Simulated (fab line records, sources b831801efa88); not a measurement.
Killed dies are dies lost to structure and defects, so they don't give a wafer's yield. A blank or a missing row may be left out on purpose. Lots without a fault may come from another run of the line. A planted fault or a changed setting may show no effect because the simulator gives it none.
One fault seen from 2 desks | flow sky130 | each desk has only its own numbers; what lay behind them comes last

THE TOOL OWNER'S DESK: litho_track-04
The tool's own readings at SKY_SD_P_DEVELOP_06 (develop time 60 s): means of the sampled wafers that have a number, for each lot that ran on this tool. A lot is out of limits, marked OUT, if its mean lies more than 4 standard deviations from the usual mean; the brackets give that distance.
Columns: A = developer_temp_C at SKY_SD_P_DEVELOP_06, usual 22.99 C; B = exhaust_pa at SKY_SD_P_DEVELOP_06, usual 45.1 Pa
lot  | first seen here | A               | B
L412 | day 28 04:17    | 23.04           | 45.2
L420 | day 30 12:47    | 23.00           | 44.7
L424 | day 31 15:34    | 20.79 (-23) OUT | 45.9
L426 | day 32 10:10    | 20.77 (-24) OUT | 45.1
This desk's finding: out of limits on L424, L426; first on L424, day 31 15:34 (developer_temp_C at SKY_SD_P_DEVELOP_06). In limits: L412, L420.

THE METROLOGY DESK
What the gauges read, lot by lot, whatever tool the lot ran on: means of the sampled wafers that have a number. A lot is out of limits, marked OUT, if its mean lies more than 4 standard deviations from the usual mean; the brackets give that distance.
Columns: A = cd_nm at SKY_POLY_GATE_CD_MEAS_22, usual 149.5 nm; B = cd_nm at SKY_LDD_P_CD_MEAS_07, usual 381.0 nm; C = LDD_HVN_TW at SKY_LDD_HVN_TW_MEAS_10, usual 1451; D = cd_nm at SKY_SD_P_CD_MEAS_07, usual 379.5 nm
lot  | first seen here | A     | B     | C    | D
L405 | day 16 10:01    | 148.0 | 377.8 | 1463 | 384.1
L406 | day 17 01:51    | 147.6 | 383.2 | 1445 | 377.7
L408 | day 17 01:51    | 148.1 | 383.5 | 1460 | 377.9
L410 | day 17 15:58    | 149.3 | 376.2 | 1470 | 378.3
L412 | day 19 02:20    | 146.8 | 379.5 | 1434 | 383.1
L414 | day 19 15:30    | 148.8 | 381.3 | 1438 | 378.3
L417 | day 21 07:17    | 150.8 | 382.3 | 1445 | 381.6
L418 | day 21 08:20    | 148.4 | 378.7 | 1447 | 379.2
L420 | day 22 02:23    | 153.0 | 383.1 | 1451 | 379.8
L422 | day 22 15:29    | 154.5 | 384.7 | 1442 | 375.1
L424 | day 23 07:49    | 150.9 | 380.5 | 1468 | 386.7
L426 | day 24 06:24    | 149.0 | 384.0 | 1467 | 385.1
L427 | day 24 15:04    | 148.3 | 377.6 | 1467 | 378.5
L428 | day 24 22:07    | 150.7 | 383.9 | 1436 | 378.0
This desk's finding: nothing out of limits on any of the 14 lots.

PUT TOGETHER
The tool owner's desk could have raised an alarm at day 31 15:34, on L424, L426.
The metrology desk saw nothing out of limits.
The metrology desk has L424, L426 on record, within its limits.
Of the lots named, all ran SKY_SD_P_DEVELOP_06 on litho_track-04.

WHAT THE SIMULATOR HAD PUT IN
Process parameter drift: litho_track-04, from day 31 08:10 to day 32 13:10, at SKY_SD_P_DEVELOP_06. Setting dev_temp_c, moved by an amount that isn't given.
Lots struck among those shown: L424, L426.
Hours from the fault's start to each desk's first reading out of limits: the tool owner's desk, 7.
